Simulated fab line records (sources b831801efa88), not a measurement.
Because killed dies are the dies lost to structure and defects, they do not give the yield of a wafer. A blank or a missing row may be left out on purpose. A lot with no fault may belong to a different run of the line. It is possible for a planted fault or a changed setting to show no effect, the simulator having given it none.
Which of the tools did it? :: flow gf180mcu :: 33 wafers sampled from 11 lots at 1 step of a route of 602

== WHAT EACH GAUGE READ, for each wafer ==
GF_V3_BOW_MEAS_05.
lot: L762
measured: day 21 13:05
on: filmMetro-01
V3_BOW (um): 122 111 111

lot: L765
measured: day 22 19:01
on: filmMetro-02
V3_BOW (um): 118 110 122

lot: L766
measured: day 23 00:30
on: filmMetro-01
V3_BOW (um): 104 107 107

lot: L767
measured: day 23 14:10
on: filmMetro-03
V3_BOW (um): 116 102 108

lot: L768
measured: day 23 22:44
on: filmMetro-01
V3_BOW (um): 123 114 119

lot: L770
measured: day 24 10:43
on: filmMetro-01
V3_BOW (um): 113 107 97

lot: L771
measured: day 24 20:56
on: filmMetro-01
V3_BOW (um): 118 122 119

lot: L773
measured: day 25 12:10
on: filmMetro-03
V3_BOW (um): 94 103 106

lot: L775
measured: day 26 03:43
on: filmMetro-03
V3_BOW (um): 110 113 108

lot: L780
measured: day 27 13:49
on: filmMetro-02
V3_BOW (um): 85 100 101

lot: L782
measured: day 28 01:42
on: filmMetro-02
V3_BOW (um): 124 122 121

== EACH LOT AND THE TOOL THAT RAN IT (in order: tool; ch and the chambers of the sampled wafers; start) ==
The record holds no process step before these readings.

== THE ANSWER, worked out from the rows above alone ==
Rule: usual is defined by the lots themselves. The widest of any qualifying gaps counts: lots, ordered by their means at a reading, are off when they make up no more than a third of the lots, leave a main group of 4 or more, and stand apart from it by 3 or more times the standard deviation of that group's means. Not used: any main group whose means are identical at the precision the tables above print for the reading. A lot without any number at a reading at which 4 lots or more have one is off too. All remaining lots with rows at the step are treated as sound.
Across all readings shown, no lot is off: no conclusion can be drawn from this.

== WHAT THE SIMULATOR HAD PUT IN ==
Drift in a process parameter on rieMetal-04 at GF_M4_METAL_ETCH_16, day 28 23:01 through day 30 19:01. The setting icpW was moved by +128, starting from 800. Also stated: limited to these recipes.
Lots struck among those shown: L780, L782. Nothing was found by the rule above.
